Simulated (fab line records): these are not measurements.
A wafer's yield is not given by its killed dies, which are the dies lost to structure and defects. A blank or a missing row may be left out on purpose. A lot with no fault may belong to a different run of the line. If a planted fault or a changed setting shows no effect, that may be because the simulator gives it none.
Struck lot and sound lot, side by side :: flow sky130 :: 18 out of 708 route steps
Sound: these wafers, L334.2, L334.4, L334.6. Struck: wafer L332.4; the same lot's L332.6 was not struck, so it is left out; see the end for the cause.
Order at every step that has rows: each side's tool, ch and its chambers, its first start. Under that, the readings that differ: sound wafers :: struck wafers :: difference of the means :: sigmas: that difference in standard deviations of wafers without a fault.
alike: a reading whose means differ by less than 2 such deviations, as well as words and numbers matching on both sides. not compared: withheld readings; readings where some wafer has no value; bounds like >300 that might hide an equal value; numbers whose values overlap and for which the record gives no deviation.
Wherever a step has rows on one side only, a row that says differs or no value, or a row with sigmas, the two part there. Numbers that have no deviation but don't overlap get no sigmas and don't part them. A reading that every wafer of one side lacks parts them only if that side has two wafers or more.

first, 3 steps without rows for these wafers: SKY_SONOS_ONO_WET_ETCH_18 (etches Si3N4 in H3PO4, target depth 15 nm, time 172 s); SKY_GATE_OXIDE_CLEAN_00 (cleans in SC1/SC2, time 150 s); SKY_GATE_OXIDE_OXIDATION_01 (stabilise 600 s, purge 300 s, target thk 10.268 nm).
SKY_GATE_OXIDE_THK_MEAS_02:
  sound on film_metro-01 at day 19 03:11; struck on film_metro-01 at day 16 18:16
  alike: GATE_OXIDE_OXIDATION_00_THK
then, 7 steps without rows for these wafers: SKY_GATE_OXIDE_DEHYDRATE_03 (time 60 s); SKY_GATE_OXIDE_HMDS_04 (prime time 60 s); SKY_GATE_OXIDE_COAT_05 (resist thk 1140 nm); SKY_GATE_OXIDE_SOFTBAKE_06 (time 60 s); SKY_GATE_OXIDE_EXPOSE_07 (exposes mask LVOM, target cd 600 nm); SKY_GATE_OXIDE_PEB_08; SKY_GATE_OXIDE_DEVELOP_09 (develop time 60 s).
SKY_GATE_OXIDE_OVL_MEAS_10:
  sound on overlay-02 at day 20 10:13; struck on overlay-01 at day 17 20:46
  alike: GATE_OXIDE_OVL
SKY_GATE_OXIDE_IMPLANT_11:
  sound on implanter-03 ch 0, day 20 10:16; struck on implanter-04 ch 0, day 17 20:52
reading: beam_on_s (s)
sound: 9.76 9.95 9.73
struck: 11.05
difference: +1.24
sigmas: +6

reading: faraday_current_uA
sound: 15.0 14.8 15.1
struck: 13.2
difference: -1.8
sigmas: -6
  alike: dose_ions_cm2, end_station_pressure_torr
then, 1 step without rows for these wafers: SKY_GATE_OXIDE_WET_ETCH_12 (etches SiO2 in dHF, target depth 16.8 nm, time 336 s).
SKY_GATE_OXIDE_STRIP_13: strips in O2/N2.
  sound on plasma_asher-03 ch 0, day 20 10:35; struck on plasma_asher-03 ch 1, day 17 21:05
  alike: drypump_motor_current_A, n2_flow_sccm, o2_flow_sccm, oes_product_au, strip_time_to_endpoint_s
  not compared: rf_hours_counter_h
SKY_GATE_OXIDE_TW_MEAS_14:
  sound on film_metro-02 at day 20 10:42; struck on film_metro-02 at day 17 21:11
reading: GATE_OXIDE_TW
sound: 223.6 224.4 224.6
struck: 234.5
difference: +10.3
sigmas: +5
then, 1 step without rows for these wafers: SKY_GATE_OXIDE_CLEAN_15 (cleans in SC1/SC2, time 150 s).
SKY_PAD_OPEN_PROBE_99:
  sound wafers here have rows in the record (prober-02, day 50 06:52); struck ones have none

## WHERE THEY PART
At SKY_GATE_OXIDE_IMPLANT_11 first; at SKY_PAD_OPEN_PROBE_99 last (within this record only).

WHY: the cause the simulator had injected
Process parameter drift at SKY_GATE_OXIDE_IMPLANT_11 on implanter-04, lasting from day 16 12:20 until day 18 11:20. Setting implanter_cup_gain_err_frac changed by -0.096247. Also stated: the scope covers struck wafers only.
